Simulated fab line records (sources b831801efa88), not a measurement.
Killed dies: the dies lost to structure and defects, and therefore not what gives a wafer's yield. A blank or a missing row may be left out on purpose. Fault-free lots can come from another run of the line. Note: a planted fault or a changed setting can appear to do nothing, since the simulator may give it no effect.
Code-filled problem report in 8D (eight disciplines) form + flow sky130 + the parts of the form that need people (team, actions taken, sign-off) are left out

== 1. WHAT WENT WRONG ==
Wafers free of any fault read 1358 (standard deviation 6.5) for VT_ADJUST_HVTP_TW at SKY_VT_ADJUST_HVTP_TW_MEAS_11, against a mean of 978 on 6 wafers of 2 lots. That is -58 standard deviations from the usual mean.
The first sign was on wafer L517.1 at day 11 11:25, on film metro-02. The record has a number at this step for 36 wafers belonging to 12 lots. By rule, "out" or "out of limits" means more than 4 standard deviations away from the usual mean. The rest of the wafers with a number are treated as sound.

== 2. WHAT IT IS; WHAT IT IS NOT ==
| question                    | is                           | is not                                                     |
|-----------------------------|------------------------------|------------------------------------------------------------|
| which readings at this step | VT_ADJUST_HVTP_TW            | -                                                          |
| which lots                  | L517, L518                   | L497, L498, L501, L502, L504, L505, L507, L508, L509, L510 |
| which wafers of those lots  | all that have a number       | -                                                          |
| read on which gauges        | film metro-02, film metro-04 | film metro-01                                              |
| when                        | from day 11 11:25            | up to then (30 sound wafers)                               |

== 3. SUSPECTS, AND WHAT RULES EACH OUT ==
Counting: a tool stays on the suspect list if, at a process step up to the reading, it processed all lots that are out and no sound lot following the first of them.
- ruled out: the gauge at SKY_VT_ADJUST_HVTP_TW_MEAS_11. 2 gauges (film metro-02, film metro-04) read the wafers that are out.
- implanter-01 at SKY_VT_ADJUST_HVTP_IMPLANT_09: kept. It ran every lot that is out, first L517 (day 11 11:10), and no sound lot after that; its last sound lot up to then is L510 (day 9 17:17). Its own dose ions cm2, faraday current uA readings are out on those wafers.
After counting, what remains is implanter-01 at SKY_VT_ADJUST_HVTP_IMPLANT_09.

== 4. THE CAUSE (what the simulator had put in) ==
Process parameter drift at SKY_VT_ADJUST_HVTP_IMPLANT_09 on implanter-01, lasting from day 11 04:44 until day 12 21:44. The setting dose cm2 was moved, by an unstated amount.
Only this tool survived the counting.

== 5. THE EFFECT CHAIN, in route order ==
Each row: a reading whose mean over the struck wafers that have a number lies more than 3 standard deviations from the usual. Scope: only readings with a usual standard deviation given in the record; hours: median across lots of the time from each lot's start at the first step in this table that gives one to its start at this step; sigmas: change in usual standard deviations.
| hours | step                          | reading            | usual   | on struck wafers | change   | sigmas      |
|-------|-------------------------------|--------------------|---------|------------------|----------|-------------|
| 0     | SKY_VT_ADJUST_HVTP_IMPLANT_09 | dose ions cm2      | 4.3e+12 | 1.5e+12          | -2.8e+12 | -99 or more |
| 0     | SKY_VT_ADJUST_HVTP_IMPLANT_09 | faraday current uA | 24.3    | 8.6              | -15.7    | -33         |
| 0     | SKY_VT_ADJUST_HVTP_TW_MEAS_11 | VT_ADJUST_HVTP_TW  | 1358    | 978              | -380     | -58         |
Its process steps:
- SKY_VT_ADJUST_HVTP_IMPLANT_09
Later measuring or inspecting steps at which every struck wafer that the step has a row for has a number for every such reading, and none has moved that far: SKY_RES_XHIGH_TW_MEAS_09, SKY_LI_CONTACT_THK_MEAS_01.

== 6. WHAT WOULD HAVE CAUGHT IT SOONER ==
Counted from the fault's start at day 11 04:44, it took 7 hours until the first out-of-limits reading at a measuring or inspecting step in this record, taken at day 11 11:25.
At SKY_VT_ADJUST_HVTP_IMPLANT_09, the tool's own readings (dose ions cm2, faraday current uA) were out on each struck wafer the step has a row for, so an alarm limit on them would have fired on the first such wafer.
Lots out: 2; of these, L518 started SKY_VT_ADJUST_HVTP_IMPLANT_09 on implanter-01 after day 11 11:25. Holding the tool at that time would have saved it.
